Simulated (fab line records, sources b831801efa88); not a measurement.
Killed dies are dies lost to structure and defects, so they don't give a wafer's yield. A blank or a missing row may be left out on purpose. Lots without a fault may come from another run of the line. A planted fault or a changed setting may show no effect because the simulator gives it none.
Chamber matching | flow gf180mcu | GF_V5_CMP_04 on cmp-01: 4 sister chambers
The step polishes SiO2. 4 wafers are shown with their chamber, then 8 later ones without.

WAFERS WITH THEIR CHAMBER
wafer  | chamber | motor_current_A (A)
L547.3 | 1       | 12.7
L547.5 | 0       | 13.1
L547.6 | 3       | 11.4
L549.2 | 2       | 13.7

WAFERS WITHOUT THEIR CHAMBER
wafer  | motor_current_A (A)
L549.5 | 12.7
L549.6 | 14.8
L551.2 | 14.0
L551.3 | 11.9
L551.6 | 13.2
L550.3 | 12.5
L550.4 | 13.3
L550.5 | 12.8

WHICH CHAMBER EACH WENT THROUGH
wafer  | from the rows above          | in truth
L549.5 | can't be placed: 1 or 0      | 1
L549.6 | can't be placed: 2 or 0      | 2
L551.2 | can't be placed: 2 or 0      | 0
L551.3 | can't be placed: 3 or 1 or 0 | 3
L551.6 | can't be placed: 0 or 1 or 2 | 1
L550.3 | can't be placed: 1 or 0 or 3 | 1
L550.4 | can't be placed: 0 or 2 or 1 | 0
L550.5 | can't be placed: 1 or 0 or 2 | 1
Placed correctly: 0 of 8. Can't be placed from these rows: 8 (the true chamber is among the candidates in 8). Placed wrongly: 0.
How it was worked out, from the rows above alone: a wafer's distance from a chamber is the root of the sum, over the readings, of the square of ((its reading less the chamber's mean) divided by the reading's scatter). The wafer belongs to the nearest chamber; if the next one is less than 2 further off, it can't be placed. A chamber's mean is the mean of its shown wafers. The scatter: with one shown wafer a chamber, the root of the mean of the squares of how far each hidden wafer lies from its nearest shown one.
